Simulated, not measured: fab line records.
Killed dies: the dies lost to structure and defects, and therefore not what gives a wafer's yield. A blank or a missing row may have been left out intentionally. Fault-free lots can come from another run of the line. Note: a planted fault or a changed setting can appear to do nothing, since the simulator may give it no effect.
Problem report, 8D (eight disciplines) form, completed by code | flow sky130 | the parts of the form that need people (team, actions taken, sign-off) are left out

== 1. THE PROBLEM ==
Wafers without a fault read 25.01 C, standard deviation 0.11; tempC at SKY_SONOS_ONO_WET_ETCH_16 reads a mean of 23.92 C on 6 wafers belonging to 2 lots. That puts it -9.9 standard deviations away from the usual mean.
The step: etches SiO2 in dHF, target depth 14 nm, time 280 s.
The first sign was on wafer L598.1 at day 15 19:50, on wetBench-04. At this step, 39 wafers from 13 lots have a number in the record. Rule for "out", or "out of limits": more than 4 standard deviations from the usual mean. The rest of the wafers with a number are treated as sound.

== 2. WHAT IT IS, AND WHAT IT ISN'T ==
question                    | is                     | is not
which readings at this step | tempC                  | -
which lots                  | L598, L599             | L589, L590, L591, L604, L605, L606, L608, L609, L610, L611, L612
which wafers of those lots  | all that have a number | -
read on which tools         | wetBench-04            | wetBench-02, wetBench-03
when                        | from day 15 19:50      | up to then (9 sound wafers); but 24 sound wafers of L604, L605, L606, L608, L609, L610, L611, L612 came after

== 3. THE SUSPECTS, EACH WITH WHAT RULES IT OUT ==
Counting: a tool at any process step up to the reading remains a suspect when it ran all the lots that are out and ran no sound lot after the first of those.
- wetBench-04 at SKY_SONOS_ONO_WET_ETCH_16 (etches SiO2 in dHF, target depth 14 nm, time 280 s): ruled out as a lasting fault. Sound lots L609 ran on it after its first lot that is out, L598 (day 15 19:50).
Left after counting: nothing in the record.

== 4. THE CAUSE (what the simulator had put in) ==
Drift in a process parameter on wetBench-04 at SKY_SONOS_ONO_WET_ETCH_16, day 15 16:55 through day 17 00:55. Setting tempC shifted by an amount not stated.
Counting ruled it out, wrongly.

== 5. THE CHAIN OF EFFECTS, in route order ==
Each row: a reading where the mean over the struck wafers with a number is more than 3 standard deviations away from the usual. Only readings for which the record gives a usual standard deviation are gone through. hours: the time from each lot's start at the first step in this table that gives one to its start at this step, as a median over the lots. sigmas: the change in usual standard deviations.
hours | step                      | reading | usual   | on struck wafers | change | sigmas
0     | SKY_SONOS_ONO_WET_ETCH_16 | tempC   | 25.01 C | 23.92            | -1.09  | -9.9
It contains these process steps:
- SKY_SONOS_ONO_WET_ETCH_16: etches SiO2 in dHF, target depth 14 nm, time 280 s.

== 6. HOW IT WOULD HAVE BEEN CAUGHT EARLIER ==
In this record the first reading out of limits was taken at day 15 19:50, 3 hours after the fault began at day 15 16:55.
